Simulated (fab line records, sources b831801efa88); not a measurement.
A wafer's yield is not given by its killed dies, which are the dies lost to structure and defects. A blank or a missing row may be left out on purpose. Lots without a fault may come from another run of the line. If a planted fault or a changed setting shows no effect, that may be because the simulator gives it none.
The tool behind it: which one? | flow gf180mcu | 15 lots, 44 wafers sampled, at 5 steps of a route of 602

## WHAT THE GAUGES SHOWED, per wafer
GF_M1_CD_MEAS_14: the cd target is 230 nm. Usual: cd nm at 230.1 nm, with a standard deviation of 1.2.
lot  | measured     | on        | cd nm (nm)        | flag
L646 | day 17 03:37 | cd sem-02 | 229.6 229.2 230.0 |
L647 | day 17 15:34 | cd sem-01 | 231.0 230.9 230.5 |
L648 | day 18 04:17 | cd sem-01 | 230.2 230.4 229.5 |
L649 | day 18 13:38 | cd sem-02 | 229.9 230.0 229.6 |
L650 | day 18 21:18 | cd sem-02 | 230.9 231.7 232.0 |
L651 | day 19 11:28 | cd sem-01 | 231.2 232.1       |
L652 | day 20 08:59 | cd sem-01 | 231.5 231.5 231.8 |
L656 | day 21 13:28 | cd sem-02 | 232.0 231.4 230.7 |
L661 | day 23 00:51 | cd sem-01 | 228.5 228.6 228.3 |
L662 | day 23 06:58 | cd sem-02 | 227.8 228.0 228.3 |
L663 | day 23 13:56 | cd sem-02 | 228.7 229.1 229.6 |
L664 | day 23 22:21 | cd sem-01 | 231.2 231.0 230.6 |
L665 | day 24 02:34 | cd sem-02 | 230.9 231.0 230.4 |
L666 | day 24 13:24 | cd sem-02 | 230.9 230.8 230.2 |
L668 | day 25 04:20 | cd sem-01 | 228.8 229.3 228.9 |

GF_M1_OVL_MEAS_15. Usual: M1_OVL typically reads 2 nm, with standard deviation 5.6.
lot  | measured     | on         | M1_OVL (nm) | flag
L646 | day 17 03:43 | overlay-01 | -3 1 4      |
L647 | day 17 15:40 | overlay-02 | 0 5 2       |
L648 | day 18 04:23 | overlay-01 | 4 4 -3      |
L649 | day 18 13:44 | overlay-02 | -2 -1 -3    |
L650 | day 18 21:25 | overlay-02 | 7 5 5       |
L651 | day 19 11:34 | overlay-01 | 1 0         |
L652 | day 20 09:06 | overlay-01 | 5 4 7       |
L656 | day 21 13:34 | overlay-02 | 12 5 -3     |
L661 | day 23 00:57 | overlay-02 | 4 2 8       |
L662 | day 23 07:05 | overlay-02 | -12 -1 -5   |
L663 | day 23 14:03 | overlay-01 | -2 -5 0     |
L664 | day 23 22:27 | overlay-02 | -8 -4 -8    |
L665 | day 24 02:40 | overlay-01 | 4 0 5       |
L666 | day 24 13:30 | overlay-02 | 1 -6 -1     |
L668 | day 25 04:27 | overlay-02 | 6 1 -1      |

## WHAT TOOL EACH LOT RAN ON (gives the tool, then ch and the chambers of the sampled wafers, and finally the start)
lot  | GF_STI_ETCH_14                  | GF_STI_STRIP_15                     | GF_NSD_STRIP_11
L646 | rie si-02 ch 2,3, day 2 01:52   | plasma asher-01 ch 0,1, day 2 01:59 | plasma asher-01 ch 0,1, day 13 09:10
L647 | rie si-01 ch 0,1,3, day 2 07:26 | plasma asher-04 ch 0,1, day 2 07:31 | plasma asher-04 ch 0,1, day 13 20:13
L648 | rie si-01 ch 0,1,3, day 2 11:54 | plasma asher-04 ch 0,1, day 2 12:01 | plasma asher-01 ch 0,1, day 14 07:04
L649 | rie si-01 ch 0,3, day 2 17:29   | plasma asher-04 ch 0,1, day 2 17:34 | plasma asher-04 ch 1, day 14 16:02
L650 | rie si-02 ch 0,1, day 2 22:10   | plasma asher-04 ch 0,1, day 2 22:14 | plasma asher-04 ch 0,1, day 14 22:29
L651 | rie si-01 ch 0,2, day 3 04:41   | plasma asher-03 ch 0,1, day 3 04:48 | plasma asher-01 ch 0,1, day 15 11:37
L652 | rie si-01 ch 0,1,3, day 3 09:38 | plasma asher-04 ch 0,1, day 3 09:43 | plasma asher-01 ch 0,1, day 16 06:41
L656 | rie si-02 ch 1,3, day 4 07:44   | plasma asher-03 ch 0,1, day 4 07:49 | plasma asher-02 ch 0, day 17 08:47
L661 | rie si-02 ch 0,1,3, day 5 07:53 | plasma asher-01 ch 0,1, day 5 07:58 | plasma asher-04 ch 0,1, day 18 21:23
L662 | rie si-02 ch 0,1,2, day 5 12:05 | plasma asher-04 ch 0,1, day 5 12:10 | plasma asher-02 ch 0, day 19 03:32
L663 | rie si-02 ch 0,1,3, day 5 17:23 | plasma asher-04 ch 0,1, day 5 17:28 | plasma asher-01 ch 0,1, day 19 10:30
L664 | rie si-02 ch 0,1,2, day 5 22:36 | plasma asher-03 ch 0,1, day 5 22:41 | plasma asher-04 ch 0,1, day 19 18:29
L665 | rie si-02 ch 0,1,3, day 6 03:59 | plasma asher-03 ch 0,1, day 6 04:04 | plasma asher-01 ch 0,1, day 20 02:13
L666 | rie si-01 ch 0,1,3, day 6 08:56 | plasma asher-01 ch 0, day 6 09:01   | plasma asher-01 ch 0,1, day 20 12:01
L668 | rie si-02 ch 1,2,3, day 6 19:47 | plasma asher-03 ch 0,1, day 6 19:52 | plasma asher-01 ch 0,1, day 21 04:30
- GF_STI_ETCH_14: etches Si in HBr/Cl2/O2, target depth 360 nm, time 102.9 s.
- GF_STI_STRIP_15: strips in O2/N2.
- GF_NSD_STRIP_11: strips in O2/N2.

## WHAT THE TOOLS THEMSELVES READ (means of the sampled wafers that have a number; where no wafer has one, the mark that the record gives instead)
GF_STI_ETCH_14. Usual: HBr_flow_sccm 150.0 sccm, standard deviation 0.48; chamber pressure mTorr 14.999 mTorr, standard deviation 0.012; drypump motor current A 5.9 A, standard deviation 0.36; oes product au 1.006 a.u., standard deviation 0.01; run length s 131.2 s, standard deviation 0.33; throttle valve pct 25.653 %, standard deviation 0.011.
lot  | tool      | HBr_flow_sccm (sccm) | chamber pressure mTorr (mTorr) | drypump motor current A (A) | oes product au (a.u.) | run length s (s) | throttle valve pct (%) | flag
L646 | rie si-02 | 150.1                | 14.999                         | 6.1                         | 0.998                 | 131.3            | 25.661                 |
L647 | rie si-01 | 150.3                | 14.995                         | 5.8                         | 1.011                 | 131.3            | 25.633                 |
L648 | rie si-01 | 150.0                | 15.006                         | 5.9                         | 1.003                 | 131.2            | 25.650                 |
L649 | rie si-01 | 149.4                | 14.993                         | 6.1                         | 1.012                 | 117.0            | 25.641                 | OFF
L650 | rie si-02 | 149.7                | 15.002                         | 5.6                         | 1.012                 | 130.7            | 25.651                 |
L651 | rie si-01 | 149.9                | 15.012                         | 5.5                         | 1.014                 | 109.6            | 25.648                 | OFF
L652 | rie si-01 | 150.2                | 15.004                         | 5.9                         | 1.001                 | 117.0            | 25.644                 | OFF
L656 | rie si-02 | 149.8                | 15.001                         | 5.8                         | 1.000                 | 130.8            | 25.666                 |
L661 | rie si-02 | 149.8                | 14.985                         | 5.9                         | 1.007                 | 131.2            | 25.663                 |
L662 | rie si-02 | 150.0                | 15.000                         | 5.7                         | 1.003                 | 131.2            | 25.650                 |
L663 | rie si-02 | 149.9                | 14.995                         | 5.9                         | 1.012                 | 131.0            | 25.650                 |
L664 | rie si-02 | 150.3                | 14.995                         | 5.7                         | 1.010                 | 131.1            | 25.652                 |
L665 | rie si-02 | 150.0                | 15.003                         | 5.9                         | 1.011                 | 131.1            | 25.651                 |
L666 | rie si-01 | 150.0                | 15.007                         | 5.9                         | 1.013                 | 131.2            | 25.657                 |
L668 | rie si-02 | 149.8                | 14.999                         | 6.0                         | 0.995                 | 131.1            | 25.657                 |

GF_STI_STRIP_15. Usual: chamber pressure mTorr 1500.0 mTorr, standard deviation 1.3; drypump motor current A 5.73 A, standard deviation 0.23; heater power w 327 W, standard deviation 34; oes product au 0.383 a.u., standard deviation 0.0043; strip time to endpoint s 3.70 s, standard deviation 0.048.
lot  | tool            | chamber pressure mTorr (mTorr) | drypump motor current A (A) | heater power w (W) | oes product au (a.u.) | strip time to endpoint s (s) | flag
L646 | plasma asher-01 | 1499.9                         | 5.60                        | 307                | 0.381                 | 3.72                         |
L647 | plasma asher-04 | 1498.9                         | 5.66                        | 310                | 0.385                 | 3.68                         |
L648 | plasma asher-04 | 1499.6                         | 5.64                        | 313                | 0.385                 | 3.71                         |
L649 | plasma asher-04 | 1499.9                         | 5.64                        | 315                | 0.391                 | 3.88                         | OFF
L650 | plasma asher-04 | 1500.3                         | 5.63                        | 307                | 0.382                 | 3.63                         |
L651 | plasma asher-03 | 1501.8                         | 5.82                        | 345                | 0.397                 | 4.00                         | OFF
L652 | plasma asher-04 | 1500.1                         | 5.65                        | 311                | 0.396                 | 3.90                         | OFF
L656 | plasma asher-03 | 1498.8                         | 5.82                        | 345                | 0.380                 | 3.65                         |
L661 | plasma asher-01 | 1499.7                         | 5.88                        | 342                | 0.385                 | 3.67                         |
L662 | plasma asher-04 | 1500.4                         | 5.66                        | 318                | 0.381                 | 3.72                         |
L663 | plasma asher-04 | 1500.2                         | 5.63                        | 310                | 0.385                 | 3.77                         |
L664 | plasma asher-03 | 1499.6                         | 5.82                        | 356                | 0.386                 | 3.74                         |
L665 | plasma asher-03 | 1500.6                         | 5.84                        | 341                | 0.381                 | 3.64                         |
L666 | plasma asher-01 | 1500.1                         | 6.19                        | 381                | 0.382                 | 3.69                         |
L668 | plasma asher-03 | 1501.1                         | 5.81                        | 356                | 0.382                 | 3.71                         |

GF_NSD_STRIP_11. Usual: chamber pressure mTorr 1499.9 mTorr, standard deviation 1.3; drypump motor current A 5.6 A, standard deviation 0.38; heater power w 335 W, standard deviation 49; oes product au 0.487 a.u., standard deviation 0.0042; strip time to endpoint s 22.96 s, standard deviation 0.043.
lot  | tool            | chamber pressure mTorr (mTorr) | drypump motor current A (A) | heater power w (W) | oes product au (a.u.) | strip time to endpoint s (s) | flag
L646 | plasma asher-01 | 1500.0                         | 5.6                         | 310                | 0.486                 | 23.03                        |
L647 | plasma asher-04 | 1499.9                         | 5.7                         | 308                | 0.486                 | 22.94                        |
L648 | plasma asher-01 | 1500.9                         | 5.9                         | 342                | 0.484                 | 22.97                        |
L649 | plasma asher-04 | 1500.3                         | 5.6                         | 301                | 0.487                 | 22.96                        |
L650 | plasma asher-04 | 1500.3                         | 5.6                         | 310                | 0.490                 | 22.95                        |
L651 | plasma asher-01 | 1500.2                         | 5.8                         | 326                | 0.488                 | 22.86                        |
L652 | plasma asher-01 | 1500.2                         | 5.9                         | 352                | 0.486                 | 22.97                        |
L656 | plasma asher-02 | 1498.9                         | 5.0                         | 383                | 0.487                 | 22.98                        |
L661 | plasma asher-04 | 1499.3                         | 5.6                         | 316                | 0.492                 | 23.01                        |
L662 | plasma asher-02 | 1500.6                         | 5.0                         | 373                | 0.487                 | 22.93                        |
L663 | plasma asher-01 | 1499.7                         | 5.9                         | 344                | 0.484                 | 22.94                        |
L664 | plasma asher-04 | 1499.4                         | 5.7                         | 315                | 0.489                 | 23.05                        |
L665 | plasma asher-01 | 1500.6                         | 5.6                         | 307                | 0.485                 | 22.92                        |
L666 | plasma asher-01 | 1501.0                         | 5.9                         | 347                | 0.485                 | 22.98                        |
L668 | plasma asher-01 | 1500.3                         | 5.9                         | 344                | 0.485                 | 22.92                        |

## THE ANSWER, worked out from the rows above alone
Rule: a lot is off if the mean of its wafers that have a number lies more than 3 standard deviations from the usual mean. A lot without any number at a reading at which 4 lots or more have one is off too. The other lots that the step has rows for count as sound. First the gauges in route order, then the tools' own readings, where a lot's mean is used as printed above. At the first step where some lot is off, the reading lying furthest off is the one used; lots without a number count as furthest.
Off: L649, L651, L652, at GF_STI_ETCH_14 (run length s).
If a tool, at that step or one of the process steps before it, ran each lot that is off and ran no sound lot following the first of them, it fits. No candidate that was tried fits.

## WHAT WAS PUT IN BY THE SIMULATOR
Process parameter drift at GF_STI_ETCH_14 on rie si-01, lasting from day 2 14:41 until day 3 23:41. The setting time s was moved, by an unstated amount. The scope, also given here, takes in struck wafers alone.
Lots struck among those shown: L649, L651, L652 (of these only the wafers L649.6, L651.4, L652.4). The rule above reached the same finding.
